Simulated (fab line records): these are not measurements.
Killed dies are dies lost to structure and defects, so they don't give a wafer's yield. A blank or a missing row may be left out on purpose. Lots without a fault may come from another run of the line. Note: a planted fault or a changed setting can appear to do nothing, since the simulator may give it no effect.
Struck lot and sound lot, side by side :: flow gf180mcu :: 21 steps out of a route of 602
Sound: wafers L157.1, L157.5, L157.6. Wafers L168.1, L168.2, L168.3 were the ones struck. The cause is given at the end.
For every step that has rows: the tool of each side, followed by ch and its chambers, followed by its first start. Under that, the readings that differ: sound wafers :: struck wafers :: difference of the means :: sigmas: that difference in standard deviations of wafers without a fault.
alike: readings whose means differ by less than 2 such deviations, and words and numbers that are the same on both sides. not compared: withheld readings, readings that some wafer has no value for, bounds like >300 that may hide the same value, and numbers for which the record gives no deviation and whose values overlap.
A row with sigmas, a row that says differs or no value, or rows on one side alone: a step with any of these is where the two part. Numbers that don't overlap but have no deviation are shown without sigmas and don't part them. A reading missing from all wafers of one side parts the sides only when that side holds two or more wafers.

first, 6 steps without rows for these wafers: GF_DNWELL_COAT_02 (resist thk 3000 nm); GF_DNWELL_SOFTBAKE_03; GF_DNWELL_EXPOSE_04 (exposes mask DNWELL, target cd 1700 nm); GF_DNWELL_PEB_05; GF_DNWELL_DEVELOP_06 (develop time 60 s); GF_DNWELL_IMPLANT_07.
GF_DNWELL_STRIP_08: strips in O2/N2.
  sound on plasmaAsher-03 ch 0,1, day 2 23:44; struck on plasmaAsher-04 ch 0,1, day 5 10:41
  alike: drypumpMotorCurrentA, heaterPowerW, oesProductAu, stripTimeToEndpointS
  not compared: rfHoursCounterH
GF_DNWELL_TW_MEAS_09:
  sound: filmMetro-01 at day 2 23:50; struck: filmMetro-03 at day 5 10:47
reading: DNWELL_TW
sound: 1341 1333 1339
struck: 1363 1363 1369
difference: +27
sigmas: +2
then, 4 steps without rows for these wafers: GF_NWELL_DEHYDRATE_00 (time 60 s); GF_NWELL_HMDS_01 (prime time 60 s); GF_NWELL_COAT_02 (resist thk 3000 nm); GF_NWELL_SOFTBAKE_03.
GF_NWELL_EXPOSE_04: exposes mask Nwell, target cd 860 nm.
  sound on ilineStepper-02 ch 0, day 3 06:04; struck on ilineStepper-02 ch 0, day 5 17:32
reading: mask
sound: Nwell#0 Nwell#0 Nwell#0
struck: LVPWELL#0 LVPWELL#0 LVPWELL#0
difference: differs
sigmas: 
then, 2 steps without rows for these wafers: GF_NWELL_PEB_05; GF_NWELL_DEVELOP_06 (develop time 60 s).
GF_NWELL_OVL_MEAS_07:
  sound: overlay-02 at day 3 11:50; struck: overlay-02 at day 6 00:26
reading: NWELL_OVL (nm)
sound: 0.7 0.9 0.8
struck: - - -
difference: no value on the struck wafers
sigmas: 
then, 2 steps without rows for these wafers: GF_NWELL_IMPLANT_08; GF_NWELL_IMPLANT_09.
GF_NWELL_STRIP_10: strips in O2/N2.
  sound on plasmaAsher-03 ch 0,1, day 3 12:11; struck on plasmaAsher-01 ch 0,1, day 6 00:47
  alike: drypumpMotorCurrentA, heaterPowerW, oesProductAu, stripTimeToEndpointS
  not compared: rfHoursCounterH
GF_NWELL_TW_MEAS_11:
  sound: filmMetro-03 at day 3 12:17; struck: filmMetro-03 at day 6 01:06
reading: NWELL_TW
sound: 1573 1567 1574
struck: 30 30 30
difference: -1541
sigmas: -99 or more
  not compared: hold
GF_PASSIVATION_PROBE_99:
  rows exist in the record for the sound wafers here (prober-02, day 29 08:37), none for the struck ones

== WHERE THEY PART ==
Last at GF_PASSIVATION_PROBE_99 as far as this record goes, first at GF_DNWELL_TW_MEAS_09.

WHY: what had been put in by the simulator
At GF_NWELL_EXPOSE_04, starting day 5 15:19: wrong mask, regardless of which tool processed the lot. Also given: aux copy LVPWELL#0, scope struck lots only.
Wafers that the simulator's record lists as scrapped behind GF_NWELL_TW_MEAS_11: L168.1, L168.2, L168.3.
